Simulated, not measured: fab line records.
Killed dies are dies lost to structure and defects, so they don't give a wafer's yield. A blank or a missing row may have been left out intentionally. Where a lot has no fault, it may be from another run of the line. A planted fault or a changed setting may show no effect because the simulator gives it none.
fab line records + flow sky130
record:
- lots: 7
- wafers: 21
- last_day: 50
route steps=708 shown SONOS_TUNNEL@158 SONOS_ONO@168 PAD_OPEN@708
lots with no fault: from the same line, run without faults
start_h: start of the lot's first displayed wafer, in hours after the record's first day + wait_h: hours from the lot's prior step to this one + " as in the row above + L1.1+2: a single row standing in for several wafers + - no value, or no start given + * or withheld: withheld + < > ~ a bound
route shown NAME@n: a module of which the file shows steps, and the number in the route of the first + usual: the fault-free wafers' mean and standard deviation + same: alike in all rows + chamber/n: place in a boat + sites: each site's reading + _std_site: the standard deviation of these + _edge_site: inner sites' mean taken away from outer sites' mean + radius_mm: how far each site lies from the wafer's centre + mask NAME#n: copy n + behind: the last tool/chamber to shape the wafer + hold: cause of the lot's hold/its duration in hours/its outcome + device: transistor that didn't switch, given as n, p or np + end of line: the same wafers' tests at the end of the route + where a step has no rows: the recipe by itself + killed: dies lost to structure and defects at the first sort, not the wafer's yield + map: the dies of a wafer, with x for killed, . for not killed, _ for no die there
set.NAME: the run value of the setting; set.NAME@STEP: its run value at that earlier step + model.NAME: the simulator's own value behind a step, which no gauge read
lots at selected steps of the route; one table per step, one row per wafer
== steps ==
step: SKY_SONOS_TUNNEL_EXPOSE_04
recipe:
- mask_id: TUNM
- na: 0.6
- source_shape: conventional
- sigma_outer: 0.6
- polarization: unpolarized
- target_cd_nm: 410
- dose_mj: 136
step: SKY_SONOS_TUNNEL_PEB_05
recipe:
- temp_c: withheld
- time_s: *
- resist: NOVOLAK
step: SKY_SONOS_TUNNEL_DEVELOP_06
recipe:
- resist: NOVOLAK
- developer: TMAH
- develop_time_s: 60
- dev_temp_c: 23
step: SKY_SONOS_TUNNEL_CD_MEAS_07
recipe:
- target_cd_nm: 410
usual:
- cd_nm: 409.8/2.7
| lot.wafer | tool      | chamber | start_h | wait_h | cd_nm |
|-----------|-----------|---------|---------|--------|-------|
| L285.3    | cd_sem-01 | -       | 268.20  | 0.1    | 408.1 |
| L285.4    | "         | -       | "       | "      | 409.5 |
| L285.5    | "         | -       | "       | "      | 405.6 |
| L288.1    | cd_sem-02 | -       | 297.36  | 0.1    | 410.7 |
| L288.4    | "         | -       | "       | "      | 412.8 |
| L288.5    | "         | -       | "       | "      | 410.8 |
| L289.4    | cd_sem-02 | -       | 310.66  | 0.2    | 407.0 |
| L289.5    | "         | -       | "       | "      | 407.8 |
| L289.6    | "         | -       | "       | "      | 407.7 |
| L300.1    | cd_sem-02 | -       | 442.76  | 0.1    | 408.5 |
| L300.3    | "         | -       | "       | "      | 407.5 |
| L300.5    | "         | -       | "       | "      | 405.4 |
| L301.1    | cd_sem-01 | -       | 442.93  | 0.1    | 406.4 |
| L301.5    | "         | -       | "       | "      | 407.6 |
| L301.6    | "         | -       | "       | "      | 409.2 |
| L304.2    | cd_sem-01 | -       | 444.43  | 0.1    | 407.5 |
| L304.3    | "         | -       | "       | "      | 407.9 |
| L304.4    | "         | -       | "       | "      | 404.9 |
| L302.2    | cd_sem-01 | -       | 448.68  | 0.1    | 410.6 |
| L302.4    | "         | -       | "       | "      | 413.7 |
| L302.6    | "         | -       | "       | "      | 410.9 |
step: SKY_SONOS_TUNNEL_OVL_MEAS_08
usual:
- SONOS_TUNNEL_OVL: 1.1/1.3
| lot.wafer | tool       | chamber | start_h | wait_h | SONOS_TUNNEL_OVL[nm] |
|-----------|------------|---------|---------|--------|----------------------|
| L285.3    | overlay-02 | -       | 268.29  | 0.1    | 1.3                  |
| L285.4    | "          | -       | "       | "      | 0.1                  |
| L285.5    | "          | -       | "       | "      | 0.4                  |
| L288.1    | overlay-01 | -       | 297.48  | 0.1    | -0.1                 |
| L288.4    | "          | -       | "       | "      | 2.6                  |
| L288.5    | "          | -       | "       | "      | 2.3                  |
| L289.4    | overlay-02 | -       | 310.74  | 0.1    | 0.6                  |
| L289.5    | "          | -       | "       | "      | 1.6                  |
| L289.6    | "          | -       | "       | "      | 0.0                  |
| L300.1    | overlay-02 | -       | 442.88  | 0.1    | 0.4                  |
| L300.3    | "          | -       | "       | "      | 1.1                  |
| L300.5    | "          | -       | "       | "      | -0.1                 |
| L301.1    | overlay-01 | -       | 443.05  | 0.1    | 1.6                  |
| L301.5    | "          | -       | "       | "      | 3.6                  |
| L301.6    | "          | -       | "       | "      | 3.5                  |
| L304.2    | overlay-01 | -       | 444.54  | 0.1    | 1.0                  |
| L304.3    | "          | -       | "       | "      | -0.5                 |
| L304.4    | "          | -       | "       | "      | -0.4                 |
| L302.2    | overlay-01 | -       | 448.79  | 0.1    | 1.5                  |
| L302.4    | "          | -       | "       | "      | -0.6                 |
| L302.6    | "          | -       | "       | "      | 2.1                  |
step: SKY_SONOS_TUNNEL_IMPLANT_09
recipe:
- species: B
- energy_kev: 20
- dose_cm2: 1e+12
- tilt_deg: withheld
step: SKY_SONOS_TUNNEL_WET_ETCH_10
recipe:
- chemistry: dHF
- target_depth_nm: 14
- target: SiO2
- dilution: 100:1
- temp_c: 25
- time_s: 280
step: SKY_SONOS_TUNNEL_STRIP_11
recipe:
- chemistry: SPM
- time_s: 600
- temp_c: 130
step: SKY_SONOS_TUNNEL_TW_MEAS_12
usual:
- SONOS_TUNNEL_TW: 195.8/1.9
| lot.wafer | tool          | chamber | start_h | wait_h | SONOS_TUNNEL_TW |
|-----------|---------------|---------|---------|--------|-----------------|
| L285.3    | film_metro-03 | -       | 268.78  | 0.0    | 196.7           |
| L285.4    | "             | -       | "       | "      | 195.3           |
| L285.5    | "             | -       | "       | "      | 197.1           |
| L288.1    | film_metro-02 | -       | 297.93  | 0.0    | 196.2           |
| L288.4    | "             | -       | "       | "      | 196.7           |
| L288.5    | "             | -       | "       | "      | 196.5           |
| L289.4    | film_metro-02 | -       | 311.22  | 0.0    | 198.3           |
| L289.5    | "             | -       | "       | "      | 198.1           |
| L289.6    | "             | -       | "       | "      | 197.5           |
| L300.1    | film_metro-01 | -       | 443.35  | 0.0    | 191.5           |
| L300.3    | "             | -       | "       | "      | 192.4           |
| L300.5    | "             | -       | "       | "      | 193.1           |
| L301.1    | film_metro-03 | -       | 443.51  | 0.0    | 195.0           |
| L301.5    | "             | -       | "       | "      | 194.9           |
| L301.6    | "             | -       | "       | "      | 195.8           |
| L304.2    | film_metro-01 | -       | 445.00  | 0.0    | 192.4           |
| L304.3    | "             | -       | "       | "      | 192.5           |
| L304.4    | "             | -       | "       | "      | 193.1           |
| L302.2    | film_metro-01 | -       | 449.28  | 0.0    | 192.5           |
| L302.4    | "             | -       | "       | "      | 192.8           |
| L302.6    | "             | -       | "       | "      | 193.4           |
step: SKY_SONOS_TUNNEL_CLEAN_13
recipe:
- chemistry: dHF
- time_s: 20
- dilution: 100:1
- dry: ipa_marangoni
step: SKY_SONOS_ONO_OXIDATION_00
recipe:
- temp_c: 800
- ambient: O2
- idle_temp_c: 700
- ramp_up_c_per_min: 10
- ramp_down_c_per_min: 3
- stabilise_s: 600
- purge_s: 300
- target_thk_a: 26
- ox_time_s: 1249
step: SKY_SONOS_ONO_THK_MEAS_01
recipe:
- reads: SiO2_of_SONOS_ONO_OXIDATION_00
usual:
- SONOS_ONO_OXIDATION_THK: 2.61/0.047
| lot.wafer | tool          | chamber | start_h | wait_h | SONOS_ONO_OXIDATION_THK[nm] |
|-----------|---------------|---------|---------|--------|-----------------------------|
| L285.3    | film_metro-03 | -       | 270.20  | 0.0    | 2.60                        |
| L285.4    | "             | -       | "       | "      | 2.73                        |
| L285.5    | "             | -       | "       | "      | 2.63                        |
| L288.1    | film_metro-03 | -       | 300.85  | 0.0    | 2.69                        |
| L288.4    | "             | -       | "       | "      | 2.59                        |
| L288.5    | "             | -       | "       | "      | 2.63                        |
| L289.4    | film_metro-04 | -       | 312.64  | 0.0    | 2.53                        |
| L289.5    | "             | -       | "       | "      | 2.56                        |
| L289.6    | "             | -       | "       | "      | 2.54                        |
| L300.1    | film_metro-02 | -       | 445.50  | 0.0    | 2.68                        |
| L300.3    | "             | -       | "       | "      | 2.62                        |
| L300.5    | "             | -       | "       | "      | 2.63                        |
| L301.1    | film_metro-03 | -       | 445.50  | 0.0    | 2.67                        |
| L301.5    | "             | -       | "       | "      | 2.63                        |
| L301.6    | "             | -       | "       | "      | 2.67                        |
| L304.2    | film_metro-03 | -       | 448.39  | 0.0    | 2.67                        |
| L304.3    | "             | -       | "       | "      | 2.66                        |
| L304.4    | "             | -       | "       | "      | 2.68                        |
| L302.2    | film_metro-04 | -       | 452.30  | 0.0    | 2.61                        |
| L302.4    | "             | -       | "       | "      | 2.62                        |
| L302.6    | "             | -       | "       | "      | 2.61                        |
step: SKY_SONOS_ONO_CVD_02
recipe:
- material: Si3N4
- precursor: DCS/NH3
- target_thk_nm: 10.5
- temp_c: 770
- time_s: 180
- pressure_mtorr: 250
usual:
- pressure_mtorr: 250.0/0.49
- spike_tc_bottom_C: 787.2/3
- spike_tc_lower_C: 768.7/1.1
- zone_power_upper_pct: 12.52/0.19
| lot.wafer | tool     | chamber | start_h | wait_h | pressure_mtorr | spike_tc_bottom_C | spike_tc_lower_C | zone_power_upper_pct |
|-----------|----------|---------|---------|--------|----------------|-------------------|------------------|----------------------|
| L285.3    | lpcvd-02 | 0       | 271.78  | 1.6    | 250.2          | 786.8             | 770.4            | 12.23                |
| L285.4    | "        | 0       | "       | "      | 249.5          | 785.6             | 767.9            | 12.43                |
| L285.5    | "        | 0       | "       | "      | 249.3          | 783.6             | 769.7            | 12.31                |
| L288.1    | lpcvd-02 | 0       | 301.28  | 0.4    | 250.6          | 785.5             | 768.2            | 12.29                |
| L288.4    | "        | 0       | "       | "      | 250.2          | 784.5             | 767.7            | 12.48                |
| L288.5    | "        | 0       | "       | "      | 250.2          | 784.8             | 767.9            | 12.35                |
| L289.4    | lpcvd-02 | 0       | 314.18  | 1.5    | 250.0          | 786.3             | 766.8            | 12.41                |
| L289.5    | "        | 0       | "       | "      | 249.9          | 785.5             | 766.5            | 12.33                |
| L289.6    | "        | 0       | "       | "      | 249.5          | 785.6             | 767.6            | 12.53                |
| L300.1    | lpcvd-02 | 0       | 445.56  | 0.1    | -              | -                 | -                | -                    |
| L300.3    | "        | 0       | "       | "      | -              | -                 | -                | -                    |
| L300.5    | "        | 0       | "       | "      | -              | -                 | -                | -                    |
| L301.1    | lpcvd-02 | 1       | 445.56  | 0.1    | -              | -                 | -                | -                    |
| L301.5    | "        | 1       | "       | "      | -              | -                 | -                | -                    |
| L301.6    | "        | 1       | "       | "      | -              | -                 | -                | -                    |
| L304.2    | lpcvd-02 | 0       | 448.44  | 0.0    | 249.2          | 784.5             | 769.5            | 12.51                |
| L304.3    | "        | 0       | "       | "      | 248.6          | 785.2             | 768.3            | 12.42                |
| L304.4    | "        | 0       | "       | "      | 249.3          | 784.2             | 768.0            | 12.38                |
| L302.2    | lpcvd-02 | 1       | 452.35  | 0.0    | -              | -                 | -                | -                    |
| L302.4    | "        | 1       | "       | "      | -              | -                 | -                | -                    |
| L302.6    | "        | 1       | "       | "      | -              | -                 | -                | -                    |
step: SKY_PAD_OPEN_PROBE_99
usual:
- defect_limited_yield: 82.6/1.9
- killed_at_M0_to_M3: 43/7.3
- killed_at_M4_up: 3.0/2
- killed_at_contacts: 24/5.2
- killed_at_front_end: 15/4.4
- killed_at_other: 0.2/0.48
- killed_dies: 86/9.1
- killed_open: 47/7.3
- killed_short: 38/6.4
- sort_bin_3_pad_short: 0.8/0.38
- sort_bin_5_function: 10.5/1.4
- sort_bin_6_memory: 6.1/1.1
- sort_n_pass: 406/9.1
- sort_yield_pct: 82.6/1.9
same:
- gross_dies: 492
- killed_at_back_side: 0
- sort_bin_4_leakage[%]: 0
- sort_bin_8_speed[%]: 0
| lot.wafer | tool      | chamber | start_h | wait_h | defect_limited_yield[%] | killed_at_M0_to_M3 | killed_at_M4_up | killed_at_contacts | killed_at_front_end | killed_at_other | killed_dies | killed_open | killed_short | sort_bin_3_pad_short[%] | sort_bin_5_function[%] | sort_bin_6_memory[%] | sort_n_pass | sort_yield_pct[%] |
|-----------|-----------|---------|---------|--------|-------------------------|--------------------|-----------------|--------------------|---------------------|-----------------|-------------|-------------|--------------|-------------------------|------------------------|----------------------|-------------|-------------------|
| L285.3    | prober-02 | -       | 1090.64 | 0.2    | 81.5                    | 35                 | 2               | 38                 | 16                  | 0               | 91          | 62          | 29           | 0.4                     | 11.6                   | 6.5                  | 401         | 81.5              |
| L285.4    | prober-02 | -       | 1090.69 | 0.2    | 81.1                    | 44                 | 6               | 29                 | 13                  | 1               | 93          | 49          | 41           | 0.6                     | 11.4                   | 6.9                  | 399         | 81.1              |
| L285.5    | prober-02 | -       | 1090.74 | 0.2    | 78.9                    | 44                 | 3               | 36                 | 20                  | 1               | 104         | 45          | 56           | 1.6                     | 12.0                   | 7.5                  | 388         | 78.9              |
| L289.4    | prober-02 | -       | 1117.61 | 0.2    | 80.5                    | 48                 | 1               | 25                 | 22                  | 0               | 96          | 63          | 32           | 0.6                     | 11.0                   | 7.9                  | 396         | 80.5              |
| L289.5    | prober-02 | -       | 1117.66 | 0.2    | 81.3                    | 53                 | 2               | 24                 | 13                  | 0               | 92          | 42          | 50           | 0.8                     | 11.8                   | 6.1                  | 400         | 81.3              |
| L289.6    | prober-02 | -       | 1117.71 | 0.2    | 80.5                    | 60                 | 4               | 20                 | 12                  | 0               | 96          | 60          | 36           | 0.2                     | 11.0                   | 8.3                  | 396         | 80.5              |
killed by level:class
L285.3 LI_CONTACT:geometric_particle:open=15 CONTACT:geometric_particle:open=12 VIA2:geometric_particle:open=9 VIA3:geometric_particle:open=8 FIELD_ISO:geometric_particle:open=6 VIA1:geometric_particle:open=6 METAL1:geometric_particle:short=4 LI_CONTACT:geometric_particle:short=4
L285.4 CONTACT:geometric_particle:open=15 METAL1:geometric_particle:short=9 VIA1:geometric_particle:open=9 VIA1:geometric_particle:short=9 VIA2:geometric_particle:open=6 LI_CONTACT:geometric_particle:open=6 METAL4:geometric_particle:short=4 FIELD_ISO:geometric_particle:open=3
L285.5 VIA1:geometric_particle:open=13 CONTACT:geometric_particle:open=10 CONTACT:geometric_particle:short=9 LI_CONTACT:geometric_particle:open=6 LI_CONTACT:geometric_particle:short=5 VIA1:geometric_particle:short=5 POLY_GATE:geometric_particle:short=5 LOCAL_INTERCONNECT:geometric_particle:short=5
L289.4 VIA1:geometric_particle:open=11 LI_CONTACT:geometric_particle:open=10 CONTACT:geometric_particle:open=9 METAL1:geometric_particle:short=8 POLY_GATE:geometric_particle:open=6 FIELD_ISO:geometric_particle:open=5 VIA3:geometric_particle:open=5 METAL1:geometric_particle:open=4
L289.5 METAL1:geometric_particle:short=18 CONTACT:geometric_particle:open=10 LI_CONTACT:geometric_particle:open=8 VIA1:geometric_particle:short=5 VIA1:geometric_particle:open=5 VIA3:geometric_particle:open=5 POLY_GATE:geometric_particle:short=4 VIA2:geometric_particle:short=4
L289.6 VIA1:geometric_particle:open=14 VIA2:geometric_particle:open=11 CONTACT:geometric_particle:open=9 LI_CONTACT:geometric_particle:open=7 VIA3:geometric_particle:open=7 METAL2:geometric_particle:short=6 METAL1:geometric_particle:short=6 CONTACT:geometric_particle:short=4
== key ==
first_sign:
- step: SKY_SONOS_ONO_CVD_02
- reading: tool_record
- direction: missing
effect none on later readings
met_at SKY_SONOS_ONO_CVD_02
struck_wafers L300.1,L300.3,L300.5,L301.1,L301.5,L301.6,L302.2,L302.4,L302.6
scrapped_behind SKY_SONOS_ONO_THK_MEAS_03 L300.1,L300.3,L300.5,L301.1,L301.5,L301.6,L302.2,L302.4,L302.6
onset_between 314.18 445.56
fault:
- kind: skipped_step_whole
- tool: lpcvd-02
- chamber: -
- onset_h: 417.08
- steps: SKY_SONOS_ONO_CVD_02
- scope: struck_lots_only
